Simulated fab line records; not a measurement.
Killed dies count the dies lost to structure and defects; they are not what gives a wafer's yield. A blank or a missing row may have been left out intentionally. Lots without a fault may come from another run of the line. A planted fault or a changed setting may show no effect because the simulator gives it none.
A struck lot beside a sound one    flow gf180mcu    16 out of 602 route steps
Sound: these wafers, L842.3, L842.4, L842.5. Wafers struck: L849.1, L849.2, L849.6. At the end, the cause is stated.
Order at every step that has rows: each side's tool, ch and its chambers, its first start. Under that, the readings that differ: sound wafers    struck wafers    difference of the means    sigmas: that difference in standard deviations of wafers without a fault.
alike: readings whose means differ by less than 2 such deviations, and words and numbers that are the same on both sides. not compared: withheld readings, readings that some wafer has no value for, bounds like >300 that may hide the same value, and numbers for which the record gives no deviation and whose values overlap.
Wherever a step has rows on one side only, a row that says differs or no value, or a row with sigmas, the two part there. Numbers that have no deviation but don't overlap get no sigmas and don't part them. Lack of a reading on every wafer of one side parts them only where that side has two or more wafers.

first, 4 steps without rows for these wafers: GF_M3_SOFTBAKE_10 (time 60 s); GF_M3_EXPOSE_11 (exposes mask Metal3, target cd 280 nm); GF_M3_PEB_12 (peb time 90 s); GF_M3_DEVELOP_13 (develop time 60 s).
GF_M3_CD_MEAS_14: the cd target is 280 nm.
  struck on cd sem-02, day 26 13:47; sound on cd sem-01, day 24 13:53
  alike: cd nm
GF_M3_OVL_MEAS_15:
  struck on overlay-02, day 26 13:55; sound on overlay-02, day 24 13:58
  alike: M3_OVL
GF_M3_METAL_ETCH_16: etches the open film in Cl2/BCl3, stops on SiO2, target depth 750.8 nm, time 125.1 s.
  sound on rie metal-02 ch 0,1, day 24 14:02; struck on rie metal-01 ch 0,1, day 26 13:57
  alike: bias w, chamber pressure mTorr, drypump motor current A, oes product au, throttle valve pct
  not compared: rf hours counter h
GF_M3_STRIP_17: strips in O2/N2.
  sound on plasma asher-03 ch 0,1, day 24 14:10; struck on plasma asher-01 ch 0,1, day 26 14:05
  alike: chamber pressure mTorr, drypump motor current A, heater power w, oes product au, strip time to endpoint s
  not compared: rf hours counter h
then, 3 steps without rows for these wafers: GF_M3_STRIP_18 (strips in post etch residue remover, time 1200 s); GF_M3_CLEAN_19 (cleans in DIW); GF_V3_CVD_00 (deposits SiO2, target thk 600 nm, time 100 s).
GF_V3_THK_MEAS_01:
  struck on film metro-01, day 26 14:45; sound on film metro-02, day 24 14:48
  alike: V3_CVD_00_THK
GF_V3_CVD_02: deposits SiO2 from TEOS, target thk 850 nm, time 94.851 s.
  sound on pecvd-04 ch 0,1,2, day 24 14:50; struck on pecvd-03 ch 0,1, day 26 14:49
reading                              sound              struck             difference  sigmas
run length s (s)                     122.0 122.0 122.8  118.2 118.5 118.3  -3.9        -8
model.SiO2_of_V3_CVD_02.thk nm (nm)  828.5 828.5 847.9  791.5 792.3 809.2  -37.3       
  alike: heater power outer w, heater power w
GF_V3_THK_MEAS_03:
  struck on film metro-01, day 26 14:53; sound on film metro-04, day 24 14:56
reading             sound        struck       difference  sigmas
V3_CVD_02_THK (nm)  829 829 848  791 791 810  -38         -3
GF_V3_CMP_04: polishes SiO2.
  sound on cmp-01 ch 0,2, day 24 15:01; struck on cmp-01 ch 1,3, day 26 14:59
reading                 sound     struck    difference  sigmas
time to endpoint s (s)  75 78 85  59 58 68  -18         -3
  alike: motor current A
-- the record jumps here: 7 days lie between the struck wafers' starts before and after (it left off in module V3 and takes up again in module PASSIVATION, whose first step shown is number 602 of the route) --
GF_PASSIVATION_PROBE_99:
  record: rows for the struck wafers here (prober-02, day 33 10:53), none for the sound ones

WHERE THEY PART
Earliest at GF_V3_CVD_02; latest, in this record, at GF_PASSIVATION_PROBE_99.

WHY: what the simulator had put in
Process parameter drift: pecvd-03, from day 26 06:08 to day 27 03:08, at GF_V3_CVD_02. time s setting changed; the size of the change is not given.
